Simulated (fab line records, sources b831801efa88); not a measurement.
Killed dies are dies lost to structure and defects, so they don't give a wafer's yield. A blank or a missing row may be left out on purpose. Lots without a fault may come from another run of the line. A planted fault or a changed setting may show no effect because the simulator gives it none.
Which tool did it? | flow gf180mcu | 11 lots, 33 wafers sampled, at 5 steps of a route of 602

WHAT THE GAUGES READ, wafer by wafer
GF_M3_OVL_MEAS_15.
lot  | measured     | on         | M3_OVL (nm)
L766 | day 21 19:25 | overlay-02 | 3 2 7
L768 | day 22 04:09 | overlay-01 | 2 3 6
L769 | day 22 13:18 | overlay-02 | 2 -3 -8
L772 | day 23 09:19 | overlay-01 | 5 3 6
L773 | day 23 19:27 | overlay-01 | -1 0 -6
L778 | day 25 04:01 | overlay-02 | 13 3 7
L781 | day 26 13:34 | overlay-02 | 1 5 1
L783 | day 27 18:32 | overlay-02 | -8 -4 -5
L784 | day 28 04:07 | overlay-02 | 11 16 7
L787 | day 28 13:45 | overlay-02 | -3 -5 -10
L786 | day 28 21:52 | overlay-02 | 6 13 0

GF_V3_THK_MEAS_01.
lot  | measured     | on            | V3_CVD_00_THK (nm)
L766 | day 21 20:11 | film_metro-04 | 596 600 592
L768 | day 22 04:55 | film_metro-03 | 593 600 591
L769 | day 22 14:05 | film_metro-03 | 596 595 602
L772 | day 23 10:11 | film_metro-02 | 599 604 591
L773 | day 23 20:34 | film_metro-04 | 591 593 594
L778 | day 25 04:46 | film_metro-04 | 595 604 595
L781 | day 26 14:25 | film_metro-03 | 597 609 602
L783 | day 27 19:18 | film_metro-04 | 594 602 602
L784 | day 28 04:53 | film_metro-04 | 596 596 603
L787 | day 28 14:32 | film_metro-04 | 601 593 595
L786 | day 28 22:37 | film_metro-03 | 590 599 592

WHICH TOOL RAN EACH LOT (tool, then ch and the chambers of the sampled wafers, then the start)
lot  | GF_M3_SPUTTER_00             | GF_M3_METAL_ETCH_16               | GF_M3_STRIP_17
L766 | pvd_sputter-03, day 20 19:34 | rie_metal-04 ch 0,1, day 21 19:27 | plasma_asher-02 ch 0,1, day 21 19:34
L768 | pvd_sputter-01, day 21 04:29 | rie_metal-04 ch 0,1, day 22 04:11 | plasma_asher-04 ch 0,1, day 22 04:18
L769 | pvd_sputter-01, day 21 13:32 | rie_metal-02 ch 0,1, day 22 13:20 | plasma_asher-02 ch 0,1, day 22 13:27
L772 | pvd_sputter-02, day 22 10:11 | rie_metal-02 ch 0,1, day 23 09:21 | plasma_asher-04 ch 0,1, day 23 09:28
L773 | pvd_sputter-01, day 22 20:01 | rie_metal-02 ch 0,1, day 23 19:29 | plasma_asher-02 ch 0,1, day 23 19:36
L778 | pvd_sputter-02, day 24 05:49 | rie_metal-01 ch 0,1, day 25 04:02 | plasma_asher-02 ch 0,1, day 25 04:09
L781 | pvd_sputter-01, day 25 16:10 | rie_metal-02 ch 0,1, day 26 13:37 | plasma_asher-04 ch 0,1, day 26 13:44
L783 | pvd_sputter-03, day 26 21:58 | rie_metal-01 ch 0,1, day 27 18:35 | plasma_asher-01 ch 0,1, day 27 18:42
L784 | pvd_sputter-03, day 27 07:49 | rie_metal-04 ch 0,1, day 28 04:09 | plasma_asher-04 ch 0,1, day 28 04:16
L787 | pvd_sputter-01, day 27 17:58 | rie_metal-02 ch 0,1, day 28 13:47 | plasma_asher-04 ch 1, day 28 13:54
L786 | pvd_sputter-01, day 28 02:43 | rie_metal-02 ch 0,1, day 28 21:53 | plasma_asher-04 ch 0,1, day 28 22:00
- GF_M3_SPUTTER_00: material Ti, target thk 37.5 nm, time 150 s.
- GF_M3_METAL_ETCH_16: etches the open film in Cl2/BCl3, stops on SiO2, target depth 627.5 nm, time 104.6 s.
- GF_M3_STRIP_17: strips in O2/N2.

WHAT THE TOOLS THEMSELVES READ (means of the sampled wafers that have a number; where no wafer has one, the mark that the record gives instead)
GF_M3_SPUTTER_00.
lot  | tool           | throttle_valve_pct (%)
L766 | pvd_sputter-03 | 29.4
L768 | pvd_sputter-01 | 31.7
L769 | pvd_sputter-01 | 32.7
L772 | pvd_sputter-02 | 29.7
L773 | pvd_sputter-01 | 31.4
L778 | pvd_sputter-02 | 29.4
L781 | pvd_sputter-01 | 32.1
L783 | pvd_sputter-03 | 30.1
L784 | pvd_sputter-03 | 28.3
L787 | pvd_sputter-01 | 32.0
L786 | pvd_sputter-01 | 31.5

GF_M3_METAL_ETCH_16.
lot  | tool         | bias_w (W) | drypump_motor_current_A (A) | oes_product_au (a.u.) | throttle_valve_pct (%)
L766 | rie_metal-04 | 139.7      | 6.6                         | 0.974                 | 28.247
L768 | rie_metal-04 | 140.1      | 6.6                         | 0.971                 | 28.248
L769 | rie_metal-02 | 140.2      | 6.1                         | 0.972                 | 28.249
L772 | rie_metal-02 | 183.2      | 6.4                         | 0.980                 | 28.244
L773 | rie_metal-02 | 183.0      | 6.0                         | 0.974                 | 28.257
L778 | rie_metal-01 | 140.0      | 5.0                         | 0.983                 | 28.246
L781 | rie_metal-02 | 139.5      | 6.4                         | 0.975                 | 28.248
L783 | rie_metal-01 | 140.2      | 5.1                         | 0.979                 | 28.243
L784 | rie_metal-04 | 140.3      | 6.7                         | 0.967                 | 28.251
L787 | rie_metal-02 | 139.7      | 6.0                         | 0.977                 | 28.251
L786 | rie_metal-02 | 139.4      | 6.4                         | 0.973                 | 28.241

GF_M3_STRIP_17.
lot  | tool            | drypump_motor_current_A (A) | heater_power_w (W) | oes_product_au (a.u.) | strip_time_to_endpoint_s (s)
L766 | plasma_asher-02 | 5.42                        | 320                | 0.556                 | 7.87
L768 | plasma_asher-04 | 5.68                        | 337                | 0.556                 | 7.97
L769 | plasma_asher-02 | 5.58                        | 323                | 0.554                 | 7.85
L772 | plasma_asher-04 | 5.72                        | 373                | 0.548                 | 7.59
L773 | plasma_asher-02 | 5.41                        | 315                | 0.548                 | 7.69
L778 | plasma_asher-02 | 5.41                        | 318                | 0.558                 | 7.92
L781 | plasma_asher-04 | 5.67                        | 340                | 0.558                 | 7.85
L783 | plasma_asher-01 | 5.86                        | 295                | 0.554                 | 7.82
L784 | plasma_asher-04 | 5.70                        | 377                | 0.555                 | 7.92
L787 | plasma_asher-04 | 5.75                        | 401                | 0.558                 | 7.87
L786 | plasma_asher-04 | 5.69                        | 337                | 0.557                 | 7.86

THE ANSWER, worked out from the rows above alone
Rule: what is usual is taken from the lots themselves. Put in order of their means at a reading, lots are off if they are a third of the lots or fewer, leave a main group of 4 or more, and stand apart from it by a gap of 3 or more times the standard deviation of the main group's means; of several such gaps the widest counts. A main group whose means are all the same, to the digits that the tables above print for the reading, isn't used. A lot without any number at a reading at which 4 lots or more have one is off too. The other lots that the step has rows for count as sound. The gauges are gone through in route order, then the tools' own readings, and for those a lot's mean is taken as printed above. The first step at which some lot is off is used, and at that step the reading that is off furthest; a lot without a number counts as furthest.
Off: L772, L773, at GF_M3_METAL_ETCH_16 (bias_w). The main group: mean 139.9 W, standard deviation 0.31.
A tool fits if, at that step or a process step before it, it ran every lot that is off, and no sound lot after the first of them. None of those tried fits.

WHAT THE SIMULATOR HAD PUT IN
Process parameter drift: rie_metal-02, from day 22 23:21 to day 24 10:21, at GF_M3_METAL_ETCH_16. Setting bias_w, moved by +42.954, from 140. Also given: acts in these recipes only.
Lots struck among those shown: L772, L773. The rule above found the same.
